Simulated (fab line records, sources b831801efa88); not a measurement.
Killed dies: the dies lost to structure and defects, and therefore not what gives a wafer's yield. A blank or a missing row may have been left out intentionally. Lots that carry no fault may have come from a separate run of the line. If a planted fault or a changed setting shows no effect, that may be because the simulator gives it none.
A lot that was struck, set against a sound lot | flow sky130 | 43 steps out of a route of 708
Sound: these wafers, L621.1, L621.4, L621.6. Struck: wafers L630.4, L630.5. (L630.3 of the same lot was not struck and is left out.) The cause comes at the end.
Each step with rows lists, per side, the tool, then ch with its chambers, then its first start. Under that, the readings that differ: sound wafers | struck wafers | difference of the means | sigmas: that difference in standard deviations of wafers without a fault.
alike: readings whose means differ by less than 2 such deviations, and words and numbers that are the same on both sides. not compared: withheld readings, readings that some wafer has no value for, bounds like >300 that may hide the same value, and numbers for which the record gives no deviation and whose values overlap.
The two part at a step that has a row with sigmas, a row that says differs or no value, or rows on one side only. Non-overlapping numbers with no deviation appear without sigmas and do not part them. Lack of a reading on every wafer of one side parts them only where that side has two or more wafers.

first, 6 steps without rows for these wafers: SKY_DNWELL_COAT_02 (resist thk 3000 nm); SKY_DNWELL_SOFTBAKE_03; SKY_DNWELL_EXPOSE_04 (exposes mask DNM, target cd 3000 nm); SKY_DNWELL_PEB_05; SKY_DNWELL_DEVELOP_06 (develop time 60 s); SKY_DNWELL_IMPLANT_07.
SKY_DNWELL_STRIP_08: strips in O2/N2.
  sound on plasma-asher-04 ch 0,1, day 3 10:08; struck on plasma-asher-01 ch 0,1, day 5 07:55
  alike: drypump-motor-current-A, oes-product-au, strip-time-to-endpoint-s
  not compared: rf-hours-counter-h
SKY_DNWELL_TW_MEAS_09:
  sound: film-metro-02 at day 3 10:14; struck: film-metro-02 at day 5 08:00
  alike: DNWELL_TW
then, 4 steps without rows for these wafers: SKY_PWDE_DEHYDRATE_00 (time 60 s); SKY_PWDE_HMDS_01 (prime time 60 s); SKY_PWDE_COAT_02 (resist thk 3000 nm); SKY_PWDE_SOFTBAKE_03.
SKY_PWDE_EXPOSE_04: exposes mask PWDEM, target cd 840 nm.
  sound on iline-stepper-02 ch 0, day 3 18:15; struck on iline-stepper-02 ch 0, day 5 17:43
  alike: mask, stage-vel-mm-s
then, 2 steps without rows for these wafers: SKY_PWDE_PEB_05; SKY_PWDE_DEVELOP_06 (develop time 60 s).
SKY_PWDE_OVL_MEAS_07:
  sound: overlay-02 at day 4 02:40; struck: overlay-02 at day 6 02:47
  reading       | sound         | struck  | difference | sigmas
  PWDE_OVL (nm) | -1.6 1.6 -0.5 | 3.0 2.9 | +3.1       | +2
after that, 1 step had no rows for these wafers: SKY_PWDE_IMPLANT_08.
SKY_PWDE_STRIP_09: strips in O2/N2.
  sound on plasma-asher-02 ch 0,1, day 4 02:52; struck on plasma-asher-03 ch 0,1, day 6 02:59
  reading               | sound             | struck      | difference | sigmas
  oes-product-au (a.u.) | 0.724 0.721 0.719 | 0.732 0.730 | +0.010     | +2
  alike: drypump-motor-current-A, strip-time-to-endpoint-s
  not compared: rf-hours-counter-h
SKY_PWDE_TW_MEAS_10:
  sound: film-metro-02 at day 4 02:58; struck: film-metro-02 at day 6 03:05
  alike: PWDE_TW
then, 7 steps without rows for these wafers: SKY_NWELL_DEHYDRATE_03 (time 60 s); SKY_NWELL_HMDS_04 (prime time 60 s); SKY_NWELL_COAT_05 (resist thk 3000 nm); SKY_NWELL_SOFTBAKE_06; SKY_NWELL_EXPOSE_07 (exposes mask NWM, target cd 840 nm); SKY_NWELL_PEB_08; SKY_NWELL_DEVELOP_09 (develop time 60 s).
SKY_NWELL_OVL_MEAS_10:
  sound: overlay-01 at day 4 19:20; struck: overlay-01 at day 6 21:41
  alike: NWELL_00_OVL
then, 3 steps without rows for these wafers: SKY_NWELL_IMPLANT_11; SKY_NWELL_IMPLANT_12; SKY_NWELL_IMPLANT_13.
SKY_NWELL_STRIP_14: strips in O2/N2.
  sound on plasma-asher-02 ch 0,1, day 4 19:49; struck on plasma-asher-03 ch 0,1, day 6 22:11
  alike: drypump-motor-current-A, oes-product-au, strip-time-to-endpoint-s
  not compared: rf-hours-counter-h
SKY_NWELL_TW_MEAS_15:
  sound: film-metro-02 at day 4 19:55; struck: film-metro-01 at day 6 22:17
  alike: NWELL_TW
then, 7 steps without rows for these wafers: SKY_NWELL_DEHYDRATE_16 (time 60 s); SKY_NWELL_HMDS_17 (prime time 60 s); SKY_NWELL_COAT_18 (resist thk 3000 nm); SKY_NWELL_SOFTBAKE_19; SKY_NWELL_EXPOSE_20 (exposes mask NWM COMPLEMENT, target cd 840 nm); SKY_NWELL_PEB_21; SKY_NWELL_DEVELOP_22 (develop time 60 s).
SKY_NWELL_OVL_MEAS_23:
  sound: overlay-01 at day 5 13:46; struck: overlay-02 at day 7 16:56
  alike: NWELL_01_OVL
after that, 1 step had no rows for these wafers: SKY_NWELL_IMPLANT_24.
SKY_NWELL_STRIP_25: strips in O2/N2.
  sound on plasma-asher-04 ch 0,1, day 5 13:58; struck on plasma-asher-03 ch 0,1, day 7 17:08
  alike: drypump-motor-current-A, oes-product-au, strip-time-to-endpoint-s
  not compared: rf-hours-counter-h
-- the record jumps here: 41 days lie between the struck wafers' starts before and after (it left off in module NWELL and takes up again in module PAD_OPEN, whose first step shown is number 708 of the route) --
SKY_PAD_OPEN_PROBE_99:
  sound: prober-01 at day 45 22:55; struck: prober-02 at day 48 06:09
  reading                                   | sound           | struck      | difference | sigmas
  model.etest.res_p_drift_20v.width-nm (nm) | 842.6 841.8 840 | 847.4 845.3 | +4.9       |
  alike: killed_at_M0_to_M3, killed_at_M4_up, killed-at-contacts, killed-at-front-end, killed-at-other, killed-dies, killed-open, killed-short

WHERE THEY PART
First at SKY_PWDE_OVL_MEAS_07; last, within this record, at SKY_PWDE_STRIP_09. Later steps at which nothing parts them and some readings are alike: SKY_PWDE_TW_MEAS_10, SKY_NWELL_OVL_MEAS_10, SKY_NWELL_STRIP_14, SKY_NWELL_TW_MEAS_15, SKY_NWELL_OVL_MEAS_23, SKY_NWELL_STRIP_25, SKY_PAD_OPEN_PROBE_99.

WHY: what the simulator had put in
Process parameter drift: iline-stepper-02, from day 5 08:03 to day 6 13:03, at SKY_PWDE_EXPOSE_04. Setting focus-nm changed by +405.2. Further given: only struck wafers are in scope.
